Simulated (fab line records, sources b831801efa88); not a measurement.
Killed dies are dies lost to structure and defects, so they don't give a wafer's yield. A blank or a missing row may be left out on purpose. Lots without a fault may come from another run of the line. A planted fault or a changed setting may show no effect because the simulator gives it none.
Which tool did it? | flow gf180mcu | 6 lots, 18 wafers sampled, at 2 steps of a route of 602

WHAT THE GAUGES READ, wafer by wafer
GF_V2_THK_MEAS_01.
lot  | measured     | on            | V2_CVD_00_THK (nm)
L533 | day 20 03:09 | film_metro-04 | 592 596 592
L536 | day 21 09:31 | film_metro-01 | 594 588 589
L540 | day 22 19:33 | film_metro-03 | 600 606 593
L542 | day 23 16:42 | film_metro-04 | 594 589 597
L545 | day 24 17:07 | film_metro-03 | 715 725 722
L548 | day 25 10:04 | film_metro-01 | 720 716 720

WHICH TOOL RAN EACH LOT (tool, then ch and the chambers of the sampled wafers, then the start)
lot  | GF_V2_CVD_00
L533 | hdpcvd-01 ch 0,1, day 20 03:04
L536 | hdpcvd-01 ch 1,2, day 21 09:26
L540 | hdpcvd-01 ch 0,1, day 22 19:26
L542 | hdpcvd-01 ch 0,1, day 23 16:38
L545 | hdpcvd-01 ch 0,1,2, day 24 17:02
L548 | hdpcvd-01 ch 0,1, day 25 09:59
- GF_V2_CVD_00: deposits SiO2, target thk 600 nm, time 100 s.

THE ANSWER, worked out from the rows above alone
Rule: what is usual is taken from the lots themselves. Put in order of their means at a reading, lots are off if they are a third of the lots or fewer, leave a main group of 4 or more, and stand apart from it by a gap of 3 or more times the standard deviation of the main group's means; of several such gaps the widest counts. A main group whose means are all the same, to the digits that the tables above print for the reading, isn't used. A lot without any number at a reading at which 4 lots or more have one is off too. The other lots that the step has rows for count as sound.
Off: L545, L548, at GF_V2_THK_MEAS_01 (V2_CVD_00_THK). The main group: mean 594 nm, standard deviation 3.4.
A tool fits if, at a process step before that reading, it ran every lot that is off, and no sound lot after the first of them. The gauges at GF_V2_THK_MEAS_01 are tried like those tools. One fits: hdpcvd-01 at GF_V2_CVD_00. Its last sound lot is L542 (day 23 16:38), its first lot that is off L545 (day 24 17:02): a fault that began between those two fits.

WHAT THE SIMULATOR HAD PUT IN
Process parameter drift: hdpcvd-01, from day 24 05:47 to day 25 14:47, at GF_V2_CVD_00. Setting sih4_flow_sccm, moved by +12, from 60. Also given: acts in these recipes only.
Lots struck among those shown: L545, L548. The rule above found the same.
